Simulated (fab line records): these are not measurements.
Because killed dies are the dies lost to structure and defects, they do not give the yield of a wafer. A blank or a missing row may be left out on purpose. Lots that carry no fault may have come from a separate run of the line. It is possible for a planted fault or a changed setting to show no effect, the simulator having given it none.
Which tool was responsible? ; flow gf180mcu ; 6 lots with 18 wafers sampled at 3 steps, on a route of 602 steps

## WHAT THE GAUGES SHOWED, per wafer
GF_M3_OVL_MEAS_15.
lot;measured;on;M3_OVL (nm)
L476;day 21 08:47;overlay-02;-5 0 -7
L480;day 23 04:02;overlay-02;2 1 4
L491;day 26 22:23;overlay-02;2 3 8
L493;day 27 12:02;overlay-02;-1 -1 8
L495;day 28 01:29;overlay-01;-5 -2 -3
L497;day 28 17:29;overlay-01;-9 1 -7

## EACH LOT AND THE TOOL THAT RAN IT (in order: tool; ch and the chambers of the sampled wafers; start)
lot;GF_V1_CMP_04;GF_V1_ETCH_17
L476;cmp-01 ch 0,1,3, day 17 05:00;rie_diel-02 ch 0,1, day 21 08:47 or earlier
L480;cmp-01 ch 1,3, day 18 23:20;rie_diel-04 ch 1,2, day 23 04:02 or earlier
L491;cmp-01 ch 0,1,3, day 23 02:50;rie_diel-04 ch 0,2,3, day 26 22:23 or earlier
L493;cmp-01 ch 0,1,2, day 23 19:54;rie_diel-04 ch 2,3, day 27 12:02 or earlier
L495;cmp-01 ch 2,3, day 24 09:51;rie_diel-04 ch 0,1, day 28 01:29 or earlier
L497;cmp-01 ch 2,3, day 25 03:11;rie_diel-04 ch 1,3, day 28 17:29 or earlier
- GF_V1_CMP_04: polishes SiO2.
- GF_V1_ETCH_17: etches SiO2 in C4F8/O2/Ar, stops on TiN, target depth 630 nm.

## THE ANSWER, worked out from the rows above alone
Rule: the lots themselves supply what counts as usual. The widest of any qualifying gaps counts: lots, ordered by their means at a reading, are off when they make up no more than a third of the lots, leave a main group of 4 or more, and stand apart from it by 3 or more times the standard deviation of that group's means. Not used: any main group whose means are identical at the precision the tables above print for the reading. A lot without any number at a reading at which 4 lots or more have one is off too. Any other lot the step has rows for is counted as sound.
Nothing can be told from this: no lot is off at any reading shown.

## WHAT THE SIMULATOR HAD INSERTED
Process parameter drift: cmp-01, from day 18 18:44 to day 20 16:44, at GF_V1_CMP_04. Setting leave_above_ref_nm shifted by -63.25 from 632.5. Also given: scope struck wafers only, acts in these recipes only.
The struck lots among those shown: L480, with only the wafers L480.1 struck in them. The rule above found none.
